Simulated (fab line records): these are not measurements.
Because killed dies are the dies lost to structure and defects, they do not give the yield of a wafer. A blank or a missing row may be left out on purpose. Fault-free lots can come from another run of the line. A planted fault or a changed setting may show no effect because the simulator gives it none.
Comparing a struck lot with a sound one | flow sky130 | 16 steps out of a route of 708
Sound: the wafers L429.2, L429.3, L429.6. Wafers struck: L439.1, L439.3, L439.6. At the end, the cause is stated.
At each step with rows: each side's tool, then ch and its chambers, then its first start. Under that, the readings that differ: sound wafers | struck wafers | difference of the means | sigmas: that difference in standard deviations of wafers without a fault.
alike: readings with means less than 2 such deviations apart, plus words and numbers identical on both sides. not compared: withheld readings, readings lacking a value on some wafer, bounds such as >300 that could conceal the same value, and numbers that have no deviation in the record and whose values overlap.
The two part at a step that has a row with sigmas, a row that says differs or no value, or rows on one side only. Numbers that have no deviation but don't overlap get no sigmas and don't part them. Lack of a reading on every wafer of one side parts them only where that side has two or more wafers.

first, 1 step without rows for these wafers: SKY_VT_ADJUST_LVTN_IMPLANT_19.
SKY_VT_ADJUST_LVTN_STRIP_20: strips in O2/N2.
  sound on plasmaAsher-01 ch 0,1, day 9 14:44; struck on plasmaAsher-01 ch 0,1, day 12 05:08
  alike: drypumpMotorCurrentA, oesProductAu, stripTimeToEndpointS
  not compared: rfHoursCounterH
SKY_VT_ADJUST_LVTN_TW_MEAS_21:
  sound on filmMetro-02, day 9 14:51; struck on filmMetro-04, day 12 05:14
  alike: VT_ADJUST_LVTN_2_TW
then, 7 steps without rows for these wafers: SKY_VT_ADJUST_NCORE_DEHYDRATE_00 (time 60 s); SKY_VT_ADJUST_NCORE_HMDS_01 (prime time 60 s); SKY_VT_ADJUST_NCORE_COAT_02 (resist thk 1140 nm); SKY_VT_ADJUST_NCORE_SOFTBAKE_03 (time 60 s); SKY_VT_ADJUST_NCORE_EXPOSE_04 (exposes mask LVTN COMPLEMENT THIN, target cd 380 nm); SKY_VT_ADJUST_NCORE_PEB_05; SKY_VT_ADJUST_NCORE_DEVELOP_06 (develop time 60 s).
SKY_VT_ADJUST_NCORE_CD_MEAS_07: target cd 380 nm.
  sound on cdSem-01, day 10 13:08; struck on cdSem-01, day 13 06:04
  alike: cdNm
SKY_VT_ADJUST_NCORE_OVL_MEAS_08:
  sound on overlay-01, day 10 13:14; struck on overlay-01, day 13 06:11
  alike: VT_ADJUST_NCORE_OVL
SKY_VT_ADJUST_NCORE_IMPLANT_09:
  sound on implanter-03 ch 0, day 10 13:18; struck on implanter-01 ch 0, day 13 06:13
reading                       | sound                      | struck                       | difference | sigmas
beamOnS (s)                   | 9.83 10.21 9.94            | 12.07 11.50 12.04            | +1.88      | +9
endStationPressureTorr (Torr) | 4.96e-06 4.85e-06 4.63e-06 | 9.03e-05 9.371e-05 9.258e-05 | +8.74e-05  | +99 or more
faradayCurrentUA              | 13.72 13.25 13.63          | 11.22 11.81 11.28            | -2.10      | -8
  alike: beamEnergyKeV
SKY_VT_ADJUST_NCORE_STRIP_10: strips in O2/N2.
  sound on plasmaAsher-04 ch 0,1, day 10 13:25; struck on plasmaAsher-03 ch 0,1, day 13 06:22
  alike: drypumpMotorCurrentA, oesProductAu, stripTimeToEndpointS
  not compared: rfHoursCounterH
SKY_VT_ADJUST_NCORE_TW_MEAS_11:
  sound on filmMetro-03, day 10 13:32; struck on filmMetro-04, day 13 06:42
reading            | sound             | struck            | difference | sigmas
VT_ADJUST_NCORE_TW | 219.8 220.0 219.6 | 230.6 230.2 232.0 | +11.1      | +6
  not compared: hold
-- the record jumps here: 36 days lie between the struck wafers' starts before and after (it left off in module VT_ADJUST_NCORE and takes up again in module PAD_OPEN, whose first step shown is number 708 of the route) --
SKY_PAD_OPEN_PROBE_99:
  sound on prober-01, day 47 15:43; struck on prober-01, day 49 16:35
reading                               | sound                         | struck                        | difference | sigmas
model.etest.nfet_16v.rOnOhmUm         | 1.398e+04 1.409e+04 1.387e+04 | 1.505e+04 1.493e+04 1.496e+04 | +1.000e+03 | 
model.etest.pfet_16v.rOnOhmUm         | 1.508e+04 1.546e+04 1.507e+04 | 1.492e+04 1.469e+04 1.49e+04  | -3.667e+02 | 
model.etest.pfetG5v0d10v5.rOnOhmUm    | 4756 4845 4724                | 4551 4544 4593                | -212       | 
model.etest.resPwellUnderGate.rsOhmSq | 2290 2289 2282                | 2227 2220 2229                | -62        | 
model.etest.nfetG5v0d10v5.rOnOhmUm    | 1867 1904 1850                | 1921 1912 1948                | +53        | 
model.etest.tip_p_5v.rsOhmSq          | 2867 2849 2856                | 2837 2819 2832                | -28        | 
model.etest.tip_n_5v.rsOhmSq          | 1381 1383 1387                | 1409 1400 1402                | +20        | 
  alike: killed_at_M0_to_M3, killed_at_M4_up, killedAtContacts, killedAtFrontEnd, killedAtOther, killedDies, killedOpen, killedShort
  not compared: model.etest.tipP.rsOhmSq

WHERE THEY PART
At SKY_VT_ADJUST_NCORE_IMPLANT_09 first; at SKY_VT_ADJUST_NCORE_TW_MEAS_11 last (within this record only). Later steps at which nothing parts them and some readings are alike: SKY_PAD_OPEN_PROBE_99.

WHY: what had been put in by the simulator
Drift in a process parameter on implanter-01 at SKY_VT_ADJUST_NCORE_IMPLANT_09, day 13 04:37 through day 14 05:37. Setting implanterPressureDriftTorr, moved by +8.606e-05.
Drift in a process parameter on implanter-01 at SKY_VT_ADJUST_NCORE_IMPLANT_09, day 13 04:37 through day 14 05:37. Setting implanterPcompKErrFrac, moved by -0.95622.
